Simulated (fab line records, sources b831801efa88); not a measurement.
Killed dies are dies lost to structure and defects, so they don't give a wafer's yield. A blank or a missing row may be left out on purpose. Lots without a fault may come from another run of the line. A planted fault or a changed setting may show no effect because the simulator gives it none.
Which tool did it? | flow sfq_line | 15 lots, 43 wafers sampled, at 1 step of a route of 325

WHAT THE GAUGES READ, wafer by wafer
The record holds no reading of a measuring or inspecting step that can be judged against a usual standard deviation.

WHICH TOOL RAN EACH LOT (tool, then ch and the chambers of the sampled wafers, then the start)
lot  | SFQ_TRILAYER_I5_LITHO_PEB_147
L283 | litho_track-04 ch 0, day 63 07:17
L285 | litho_track-01 ch 0, day 63 15:57
L286 | litho_track-03 ch 0, day 63 19:17
L288 | litho_track-03 ch 0, day 64 03:41
L290 | litho_track-01 ch 0, day 64 10:32
L291 | litho_track-03 ch 0, day 65 02:08
L292 | litho_track-04 ch 0, day 65 20:15
L293 | litho_track-04 ch 0, day 66 04:41
L298 | litho_track-01 ch 0, day 66 20:17
L299 | litho_track-01 ch 0, day 66 21:29
L301 | litho_track-01 ch 0, day 67 05:38
L303 | litho_track-04 ch 0, day 67 15:37
L304 | litho_track-04 ch 0, day 67 20:25
L305 | litho_track-03 ch 0, day 68 00:02
L306 | litho_track-04 ch 0, day 68 02:05
- SFQ_TRILAYER_I5_LITHO_PEB_147: peb time 60 s.

WHAT THE TOOLS THEMSELVES READ (means of the sampled wafers that have a number; where no wafer has one, the mark that the record gives instead)
SFQ_TRILAYER_I5_LITHO_PEB_147. Usual: exhaust_pa 45.1 Pa, standard deviation 0.78; heater_power_total_W 79.16 W, standard deviation 0.07.
lot  | tool           | exhaust_pa (Pa) | heater_power_total_W (W) | flag
L283 | litho_track-04 | 46.1            | 79.20                    |
L285 | litho_track-01 | 46.0            | 79.20                    |
L286 | litho_track-03 | 44.7            | 79.12                    |
L288 | litho_track-03 | 45.9            | 79.19                    |
L290 | litho_track-01 | 45.2            | 79.18                    |
L291 | litho_track-03 | 45.7            | 79.17                    |
L292 | litho_track-04 | 44.7            | 79.17                    |
L293 | litho_track-04 | 44.9            | 79.10                    |
L298 | litho_track-01 | 44.8            | 80.84                    | OFF
L299 | litho_track-01 | 44.8            | 79.99                    | OFF
L301 | litho_track-01 | 45.2            | 79.71                    | OFF
L303 | litho_track-04 | 46.0            | 79.20                    |
L304 | litho_track-04 | 44.6            | 79.20                    |
L305 | litho_track-03 | 44.5            | 79.10                    |
L306 | litho_track-04 | 45.2            | 79.09                    |

THE ANSWER, worked out from the rows above alone
Rule: a lot is off if the mean of its wafers that have a number lies more than 3 standard deviations from the usual mean. A lot without any number at a reading at which 4 lots or more have one is off too. The other lots that the step has rows for count as sound. The gauges are gone through in route order, then the tools' own readings, and for those a lot's mean is taken as printed above. The first step at which some lot is off is used, and at that step the reading that is off furthest; a lot without a number counts as furthest.
Off: L298, L299, L301, at SFQ_TRILAYER_I5_LITHO_PEB_147 (heater_power_total_W).
A tool fits if, at that step or a process step before it, it ran every lot that is off, and no sound lot after the first of them. One fits: litho_track-01 at SFQ_TRILAYER_I5_LITHO_PEB_147. Its last sound lot is L290 (day 64 10:32), its first lot that is off L298 (day 66 20:17): a fault that began between those two fits.
The tool's own readings at SFQ_TRILAYER_I5_LITHO_PEB_147 bear it out: on the lots that are off they differ by more than 5 times the standard deviation of the sound lots' means. heater_power_total_W reads 80.18 W there against 79.16 W on the sound lots.

WHAT THE SIMULATOR HAD PUT IN
Process parameter drift: litho_track-01, from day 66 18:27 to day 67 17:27, at SFQ_TRILAYER_I5_LITHO_PEB_147. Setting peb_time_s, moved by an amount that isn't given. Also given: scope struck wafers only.
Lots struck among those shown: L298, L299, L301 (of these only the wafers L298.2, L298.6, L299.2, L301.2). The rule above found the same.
